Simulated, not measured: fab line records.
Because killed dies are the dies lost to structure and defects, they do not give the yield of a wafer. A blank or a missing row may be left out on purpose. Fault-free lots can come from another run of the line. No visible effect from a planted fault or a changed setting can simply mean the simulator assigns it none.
2 desks looking at one fault -- flow sky130 -- only its own numbers are on each desk; what lay behind them is given at the end

FROM THE METROLOGY DESK
Means of the sampled wafers that have a number, per lot and without regard to the tool the lot ran on: this is what the gauges read. If a lot's mean is further than 4 standard deviations from the usual mean, the lot is out of limits and carries the mark OUT (the distance appears in the brackets).
Columns: A = VIA3_W_RS at SKY_VIA3_RS_MEAS_22, usual 0.293 ohm/sq; B = VIA3_W_THK at SKY_VIA3_THK_MEAS_23, usual 405 nm
lot,first seen here,A,B
L508,day 40 15:55,0.293,408
L512,day 41 18:16,0.295,401
L519,day 43 18:40,0.288,419
L521,day 44 16:11,0.296,398
L525,day 45 07:24,0.299,394
Finding of this desk: none of the 5 lots has anything out of limits.

TOOL OWNER'S DESK, pvd sputter-02
At SKY_METAL4_SPUTTER_01 (material TiN, target thk 20 nm, time 16.7 s) the tool's own readings: per lot run on this tool, the mean of the sampled wafers that have a number. If a lot's mean is further than 4 standard deviations from the usual mean, the lot is out of limits and carries the mark OUT (the distance appears in the brackets).
Columns: A = chamber pressure pa at SKY_METAL4_SPUTTER_01, usual 0.4000 Pa; B = throttle valve pct at SKY_METAL4_SPUTTER_01, usual 30.5 %
lot,first seen here,A,B
L512,day 41 18:46,0.3994,29.7
L519,day 43 19:10,0.4010,30.3
Finding of this desk: none of the 2 lots has anything out of limits.

BROUGHT TOGETHER
The metrology desk saw nothing out of limits.
The desk of the tool owner found nothing out of limits.

WHAT WAS PUT IN BY THE SIMULATOR
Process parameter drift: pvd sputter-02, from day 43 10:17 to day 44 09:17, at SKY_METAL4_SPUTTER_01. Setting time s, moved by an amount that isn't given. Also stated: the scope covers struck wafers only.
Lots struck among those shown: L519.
